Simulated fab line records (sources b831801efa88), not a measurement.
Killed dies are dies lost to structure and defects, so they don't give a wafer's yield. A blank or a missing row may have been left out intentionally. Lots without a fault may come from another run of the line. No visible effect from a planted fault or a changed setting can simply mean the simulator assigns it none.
Problem report, 8D (eight disciplines) form, completed by code || flow sky130 || the parts of the form that need people (team, actions taken, sign-off) are left out

== 1. THE PROBLEM ==
LOCAL_INTERCONNECT_TIN_RS at SKY_LOCAL_INTERCONNECT_RS_MEAS_01 reads a mean of 10.07 ohm/sq on 5 wafers of 2 lots; wafers without a fault read 14.08 ohm/sq with a standard deviation of 0.17. Measured from the usual mean, that is -24 standard deviations.
The step: measures by four-point-probe.
Seen first at day 31 19:27 on film-metro-01, wafer L894.4. The record holds 33 wafers of 11 lots with a number at this step. Rule for "out", or "out of limits": more than 4 standard deviations from the usual mean. All remaining wafers that have a number are taken as sound.

== 2. WHAT THIS IS AND IS NOT ==
{"question": "which readings at this step", "is": "LOCAL_INTERCONNECT_TIN_RS", "is not": "-"}
{"question": "which lots", "is": "L894, L897", "is not": "L886, L888, L900, L901, L903, L905, L906, L907, L909"}
{"question": "which wafers of those lots", "is": "L894.4, L894.5, L897.3, L897.4, L897.5", "is not": "L894.2"}
{"question": "read on which gauges", "is": "film-metro-01, film-metro-03", "is not": "film-metro-02"}
{"question": "when", "is": "from day 31 19:27", "is not": "up to then (7 sound wafers); but 21 sound wafers of L900, L901, L903, L905, L906, L907, L909 came after"}

== 3. WHAT RULES OUT EACH SUSPECT ==
Counting: if a tool at a process step up to the reading ran every lot that is out, it stays a suspect. Sound lots after the first of them don't rule it out here, since some wafers of a struck lot are sound.
- the gauge at SKY_LOCAL_INTERCONNECT_RS_MEAS_01 is ruled out. The wafers that are out were read on 2 gauges (film-metro-01, film-metro-03).
- pvd-sputter-01 at SKY_LOCAL_INTERCONNECT_SPUTTER_00 (material TiN, target thk 100 nm, time 83.3 s): kept. Ran every lot that is out, first one L894 (day 31 19:22); last sound lot up to then L886 (day 29 00:35).
Remaining after the count: pvd-sputter-01 at SKY_LOCAL_INTERCONNECT_SPUTTER_00.

== 4. THE CAUSE (what the simulator had put in) ==
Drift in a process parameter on pvd-sputter-01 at SKY_LOCAL_INTERCONNECT_SPUTTER_00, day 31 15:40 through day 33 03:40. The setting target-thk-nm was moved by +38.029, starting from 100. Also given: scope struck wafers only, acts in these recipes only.
The count eliminated every tool but this one.

== 5. SEQUENCE OF EFFECTS, ordered by route ==
Each row: a reading whose mean over the struck wafers that have a number lies more than 3 standard deviations from the usual. Only readings for which the record gives a usual standard deviation are gone through. hours: the time from each lot's start at the first step in this table that gives one to its start at this step, as a median over the lots. sigmas: the change in usual standard deviations.
{"hours": 0, "step": "SKY_LOCAL_INTERCONNECT_RS_MEAS_01", "reading": "LOCAL_INTERCONNECT_TIN_RS", "usual": "14.08 ohm/sq", "on struck wafers": 10.07, "change": -4.01, "sigmas": -24}
{"hours": 0, "step": "SKY_LOCAL_INTERCONNECT_THK_MEAS_02", "reading": "LOCAL_INTERCONNECT_TIN_THK", "usual": "99.1 nm", "on struck wafers": 136.6, "change": "+37.5", "sigmas": "+31"}
{"hours": 27, "step": "SKY_LOCAL_INTERCONNECT_METAL_ETCH_14", "reading": "oes-product-au", "usual": "0.943 a.u.", "on struck wafers": 0.996, "change": "+0.053", "sigmas": "+6.8"}
{"hours": 27, "step": "SKY_LOCAL_INTERCONNECT_METAL_ETCH_14", "reading": "throttle-valve-pct", "usual": "21.900 %", "on struck wafers": 21.859, "change": -0.041, "sigmas": -4.5}
The process steps in it:
- SKY_LOCAL_INTERCONNECT_METAL_ETCH_14: etches TiN in Cl2/BCl3, stops on PSG, target depth 110 nm, time 31.4 s.
Later measuring or inspecting steps at which every struck wafer that the step has a row for has a number for every such reading, and none has moved that far: SKY_CONTACT_THK_MEAS_01.

== 6. HOW IT WOULD HAVE BEEN CAUGHT EARLIER ==
The first out-of-limits reading at a measuring or inspecting step in this record came at day 31 19:27, 4 hours after the fault's start at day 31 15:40.
Tool readings at SKY_LOCAL_INTERCONNECT_SPUTTER_00 with a usual standard deviation given in the record: none out on any struck wafer, hence no alarm at a limit of 4 standard deviations on them.
L897, from the lots that are out (2), started SKY_LOCAL_INTERCONNECT_SPUTTER_00 on pvd-sputter-01 later than day 31 19:27. A hold on the tool at that time would have spared it.
